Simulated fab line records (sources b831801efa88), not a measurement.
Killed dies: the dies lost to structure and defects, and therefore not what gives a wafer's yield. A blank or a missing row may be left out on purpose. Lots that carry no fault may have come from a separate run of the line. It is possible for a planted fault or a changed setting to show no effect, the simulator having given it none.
Struck lot and sound lot, side by side + flow sfq_line + 42 steps out of a route of 325
Sound: these wafers, L718.1, L718.2, L718.6. The struck wafers were L706.2, L706.4, L706.6. At the end, the cause is stated.
Per side, at each step with rows, come the tool, then ch with its chambers, and then its first start. Under that, the readings that differ: sound wafers + struck wafers + difference of the means + sigmas: that difference in standard deviations of wafers without a fault.
alike: readings whose means differ by less than 2 such deviations, and words and numbers that are the same on both sides. not compared: withheld readings, readings that some wafer has no value for, bounds like >300 that may hide the same value, and numbers for which the record gives no deviation and whose values overlap.
Wherever a step has rows on one side only, a row that says differs or no value, or a row with sigmas, the two part there. When numbers do not overlap yet have no deviation, they are printed without sigmas and do not part them. Lack of a reading on every wafer of one side parts them only where that side has two or more wafers.

SFQ_TRILAYER_I0_DEP_PECVD_027: deposits SiO2 from SiH4/N2O, time 111.11 s, target thk 500 nm.
  sound on pecvd-04 ch 0,2, day 18 17:43; struck on pecvd-04 ch 0,1, day 14 09:34
  alike: heater_power_w, throttle_valve_pct
then, 1 step without rows for these wafers: SFQ_TRILAYER_I0_CMP_CMP_028 (polishes SiO2).
SFQ_I0_BOW_MEAS_907:
  sound on film_metro-01, day 18 21:24; struck on film_metro-04, day 14 13:54
  alike: I0_BOW
SFQ_TRILAYER_I0_METRO_MEASURE_029:
  sound on film_metro-01, day 18 21:31; struck on film_metro-04, day 14 14:12
  alike: thk_nm
then, 6 steps without rows for these wafers: SFQ_TRILAYER_I0_VIA_LITHO_COAT_036 (resist thk 62 nm); SFQ_TRILAYER_I0_VIA_LITHO_COAT_031 (resist thk 650 nm); SFQ_TRILAYER_I0_VIA_LITHO_SOFTBAKE_035; SFQ_TRILAYER_I0_VIA_LITHO_EXPOSE_032 (exposes mask I0, target cd 500 nm); SFQ_TRILAYER_I0_VIA_LITHO_PEB_034 (peb time 60 s); SFQ_TRILAYER_I0_VIA_LITHO_DEVELOP_033 (time 60 s).
SFQ_I0_OVL_MEAS_908:
  sound on overlay-02, day 21 02:41; struck on overlay-01, day 15 01:27
  alike: I0_OVL
SFQ_TRILAYER_I0_VIA_BARC_OPEN_VIA_ETCH_046: etches BARC in O2, target depth 125 nm, time 41.7 s.
  sound on rie_diel-04 ch 2,3, day 21 02:44; struck on rie_diel-01 ch 0,2, day 15 01:29
| reading    | sound             | struck            | difference | sigmas |
|------------|-------------------|-------------------|------------|--------|
| bias_w (W) | 79.22 79.98 79.57 | 80.15 80.23 80.00 | +0.54      | +2     |
  alike: chamber_pressure_mTorr, drypump_motor_current_A, oes_product_au
  not compared: rf_hours_counter_h
SFQ_TRILAYER_I0_VIA_ETCH_VIA_ETCH_034: etches SiO2 in CHF3, stops on Nb, target depth 260 nm.
  sound on rie_diel-04 ch 2,3, day 21 02:46; struck on rie_diel-01 ch 0,2, day 15 01:31
  no value came back on the struck wafers for bias_w (W), chamber_pressure_mTorr (mTorr), drypump_motor_current_A (A), oes_product_au (a.u.); on the sound wafers bias_w (W) reads 79.71 80.41 79.94
| reading                                                 | sound             | struck            | difference | sigmas |
|---------------------------------------------------------|-------------------|-------------------|------------|--------|
| model.KrF_of_TRILAYER_I0_VIA_LITHO_COAT_031.thk_nm (nm) | 526.4 525.6 524.4 | 573.6 572.2 573.4 | +47.6      |        |
then, 4 steps without rows for these wafers: SFQ_TRILAYER_I0_VIA_STRIP_STRIP_035 (strips in O2); SFQ_TRILAYER_I0_VIA_STRIP_SOLV_CLEAN_036 (cleans in NMP, time 600 s); SFQ_TRILAYER_M1_DEP_PRE_CLEAN_038 (time 22.5 s); SFQ_TRILAYER_M1_DEP_SPUTTER_037 (material Nb, target thk 200 nm, time 133.3 s).
SFQ_M1_RS_MEAS_909: uses a four-point probe to measure.
  sound on film_metro-03, day 21 03:47; struck on film_metro-01, day 15 02:34
  alike: M1_NB_RS
then, 6 steps without rows for these wafers: SFQ_TRILAYER_M1_LITHO_COAT_044 (resist thk 62 nm); SFQ_TRILAYER_M1_LITHO_COAT_039 (resist thk 600 nm); SFQ_TRILAYER_M1_LITHO_SOFTBAKE_043; SFQ_TRILAYER_M1_LITHO_EXPOSE_040 (exposes mask M1, target cd 500 nm); SFQ_TRILAYER_M1_LITHO_PEB_042 (peb time 60 s); SFQ_TRILAYER_M1_LITHO_DEVELOP_041 (time 60 s).
-- the record jumps here: 6 days lie between the struck wafers' starts before and after --
SFQ_M1_OVL_MEAS_911:
  sound on overlay-02, day 27 12:58; struck on overlay-01, day 21 01:23
  alike: M1_OVL
SFQ_TRILAYER_M1_BARC_OPEN_METAL_ETCH_054: etches BARC in O2, target depth 125 nm, time 41.7 s.
  sound on rie_metal-03 ch 0,1, day 27 12:59; struck on rie_metal-03 ch 0,1, day 21 01:25
  alike: bias_w, chamber_pressure_mTorr, drypump_motor_current_A, oes_product_au
  not compared: rf_hours_counter_h
then, 5 steps without rows for these wafers: SFQ_TRILAYER_M1_ETCH_METAL_ETCH_042 (etches Nb in Cl2/Ar, stops on SiO2, target depth 240 nm, time 120 s); SFQ_TRILAYER_M1_STRIP_STRIP_043 (strips in O2); SFQ_TRILAYER_M1_STRIP_SOLV_CLEAN_044 (cleans in NMP, time 600 s); SFQ_TRILAYER_I1_DEP_PECVD_045 (deposits SiO2 from SiH4/N2O, time 111.11 s, target thk 500 nm); SFQ_TRILAYER_I1_CMP_CMP_046 (polishes SiO2).
SFQ_I1_BOW_MEAS_912:
  sound on film_metro-04, day 27 17:02; struck on film_metro-02, day 21 13:04
  alike: I1_BOW
SFQ_TRILAYER_I1_METRO_MEASURE_047:
  sound on film_metro-04, day 27 17:09; struck on film_metro-02, day 21 13:22
  alike: thk_nm
then, 6 steps without rows for these wafers: SFQ_TRILAYER_I1_VIA_LITHO_COAT_054 (resist thk 62 nm); SFQ_TRILAYER_I1_VIA_LITHO_COAT_049 (resist thk 650 nm); SFQ_TRILAYER_I1_VIA_LITHO_SOFTBAKE_053; SFQ_TRILAYER_I1_VIA_LITHO_EXPOSE_050 (exposes mask I1, target cd 500 nm); SFQ_TRILAYER_I1_VIA_LITHO_PEB_052 (peb time 60 s); SFQ_TRILAYER_I1_VIA_LITHO_DEVELOP_051 (time 60 s).
-- the record jumps here: 6 days lie between the struck wafers' starts before and after --
SFQ_I1_OVL_MEAS_913:
  sound on overlay-02, day 34 01:53; struck on overlay-01, day 27 23:46
  alike: I1_OVL
then, 1 step without rows for these wafers: SFQ_TRILAYER_I1_VIA_BARC_OPEN_VIA_ETCH_071 (etches BARC in O2, target depth 125 nm, time 41.7 s).
-- the record jumps here: 54 days lie between the struck wafers' starts before and after --
SFQ_M8_BOW_MEAS_951:
  sound on film_metro-04, day 92 17:19; struck on film_metro-01, day 82 04:17
| reading                 | sound            | struck            | difference | sigmas |
|-------------------------|------------------|-------------------|------------|--------|
| model.etest.i0.link_ohm | 1.99 1.944 1.966 | 1e+06 1e+06 1e+06 | +1e+06     |        |
  alike: M8_BOW

== WHERE THEY PART ==
Last at SFQ_TRILAYER_I0_VIA_ETCH_VIA_ETCH_034 as far as this record goes, first at SFQ_TRILAYER_I0_VIA_BARC_OPEN_VIA_ETCH_046. Later steps at which nothing parts them and some readings are alike: SFQ_M1_RS_MEAS_909, SFQ_M1_OVL_MEAS_911, SFQ_TRILAYER_M1_BARC_OPEN_METAL_ETCH_054, SFQ_I1_BOW_MEAS_912, SFQ_TRILAYER_I1_METRO_MEASURE_047, SFQ_I1_OVL_MEAS_913, SFQ_M8_BOW_MEAS_951.

WHY: what the simulator had put in
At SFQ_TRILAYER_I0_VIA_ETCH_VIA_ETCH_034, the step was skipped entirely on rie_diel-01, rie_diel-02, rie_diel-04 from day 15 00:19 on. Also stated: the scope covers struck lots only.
